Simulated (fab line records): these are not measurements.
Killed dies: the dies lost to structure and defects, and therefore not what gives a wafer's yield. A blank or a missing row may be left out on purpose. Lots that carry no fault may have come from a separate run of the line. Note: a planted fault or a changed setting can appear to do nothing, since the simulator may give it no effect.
Code-filled problem report in 8D (eight disciplines) form | flow gf180mcu | the parts of the form that need people (team, actions taken, sign-off) are left out

## 1. PROBLEM STATEMENT
doseIonsCm2 at GF_HV_LDD_IMPLANT_48 reads a mean of 3e+13 on 9 wafers of 3 lots; wafers without a fault read 3e+13 with a standard deviation of 3.1e+10. That is -99 or more standard deviations from the usual mean.
Seen first at day 14 04:29 on implanter-01, wafer L931.3. At this step, 21 wafers from 7 lots have a number in the record. Rule for "out", or "out of limits": more than 4 standard deviations from the usual mean. Any other wafer with a number is counted as sound.

## 2. WHAT IT IS; WHAT IT IS NOT
question                    | is                            | is not
which readings at this step | doseIonsCm2, faradayCurrentUA | beamOnS
which lots                  | L931, L932, L933              | L930, L942, L945, L948
which wafers of those lots  | all that have a number        | -
read on which tools         | implanter-01                  | implanter-02, implanter-04
when                        | from day 14 04:29             | up to then (3 sound wafers); but 9 sound wafers of L942, L945, L948 came after

## 3. SUSPECTS, AND WHAT RULES EACH OUT
Counting: a tool stays on the suspect list if, at a process step up to the reading, it processed all lots that are out and no sound lot following the first of them.
- plasmaAsher-02 at GF_HV_LDD_STRIP_37 (strips in O2/N2): ruled out as a lasting fault. After its first lot that is out, L931 (day 13 08:20), sound lots L942, L945 ran on it.
- implanter-01 at GF_HV_LDD_IMPLANT_48: kept. Every lot that is out went through it, starting with L931 (day 14 04:29), and after that it ran no sound lot; the last sound lot it ran before then is L930 (day 13 22:26). Its own doseIonsCm2, faradayCurrentUA readings are out on those wafers.
The count leaves implanter-01 at GF_HV_LDD_IMPLANT_48.

## 4. THE CAUSE (what the simulator had put in)
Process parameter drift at GF_HV_LDD_IMPLANT_48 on implanter-01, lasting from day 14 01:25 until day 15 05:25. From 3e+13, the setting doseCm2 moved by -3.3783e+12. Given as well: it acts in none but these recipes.
Counting left only this tool.

## 5. THE CHAIN OF EFFECTS, in route order
Each row: a reading whose mean over the struck wafers that have a number lies more than 3 standard deviations from the usual. Scope: only readings with a usual standard deviation given in the record; hours: median across lots of the time from each lot's start at the first step in this table that gives one to its start at this step; sigmas: change in usual standard deviations.
hours | step                 | reading          | usual | on struck wafers | change | sigmas
0     | GF_HV_LDD_IMPLANT_48 | doseIonsCm2      | 3e+13 | 3e+13            | -3e+12 | -99 or more
0     | GF_HV_LDD_IMPLANT_48 | faradayCurrentUA | 169   | 151              | -18    | -5.3
It contains these process steps:
- GF_HV_LDD_IMPLANT_48

## 6. WHAT WOULD HAVE CAUGHT IT SOONER
In this record the first reading out of limits was taken at day 14 04:29, 3 hours after the fault began at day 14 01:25.
